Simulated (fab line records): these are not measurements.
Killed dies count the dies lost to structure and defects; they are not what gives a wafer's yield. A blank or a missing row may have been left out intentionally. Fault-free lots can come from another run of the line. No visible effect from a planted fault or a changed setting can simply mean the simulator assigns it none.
Which tool is to blame? ; flow sky130 ; 6 lots with 18 wafers sampled at 2 steps, on a route of 708 steps

== WHAT EACH GAUGE READ, for each wafer ==
SKY_SD_N_RS_MEAS_16: uses a four-point probe to measure.
lot;measured;on;SD_N_RS (ohm/sq)
L671;day 29 03:19;film metro-01;68.51 68.56 68.35
L677;day 31 06:40;film metro-01;66.46 66.51 66.46
L682;day 33 01:38;film metro-02;68.59 68.77 68.52
L685;day 34 00:07;film metro-01;68.60 68.53 68.51
L687;day 34 19:56;film metro-01;68.49 68.42 68.58
L689;day 35 05:34;film metro-01;68.61 68.54 68.47

== EACH LOT AND THE TOOL THAT RAN IT (in order: tool; ch and the chambers of the sampled wafers; start) ==
lot;SKY_SD_N_RTA_14
L671;rtp anneal-01 ch 0, day 29 03:08
L677;rtp anneal-01 ch 0, day 31 06:29
L682;rtp anneal-02 ch 0, day 33 01:27
L685;rtp anneal-01 ch 0, day 33 23:55
L687;rtp anneal-01 ch 0, day 34 19:45
L689;rtp anneal-01 ch 0, day 35 05:22
- SKY_SD_N_RTA_14: time 2 s.

== THE ANSWER, worked out from the rows above alone ==
Rule: the lots themselves supply what counts as usual. The widest of any qualifying gaps counts: lots, ordered by their means at a reading, are off when they make up no more than a third of the lots, leave a main group of 4 or more, and stand apart from it by 3 or more times the standard deviation of that group's means. If all means in a main group match to the digits the tables above print for the reading, that group is not used. A lot without any number at a reading at which 4 lots or more have one is off too. Any other lot the step has rows for is counted as sound.
Off: L677, seen at SKY_SD_N_RS_MEAS_16 (SD_N_RS). Mean 68.54 ohm/sq and standard deviation 0.053 in the main group.
If a tool, at a process step before that reading, ran all the lots that are off and no sound lot after the first of them, it fits. The gauges at SKY_SD_N_RS_MEAS_16 are tried like those tools. Not one of the candidates tried fits.

== WHAT THE SIMULATOR PUT IN ==
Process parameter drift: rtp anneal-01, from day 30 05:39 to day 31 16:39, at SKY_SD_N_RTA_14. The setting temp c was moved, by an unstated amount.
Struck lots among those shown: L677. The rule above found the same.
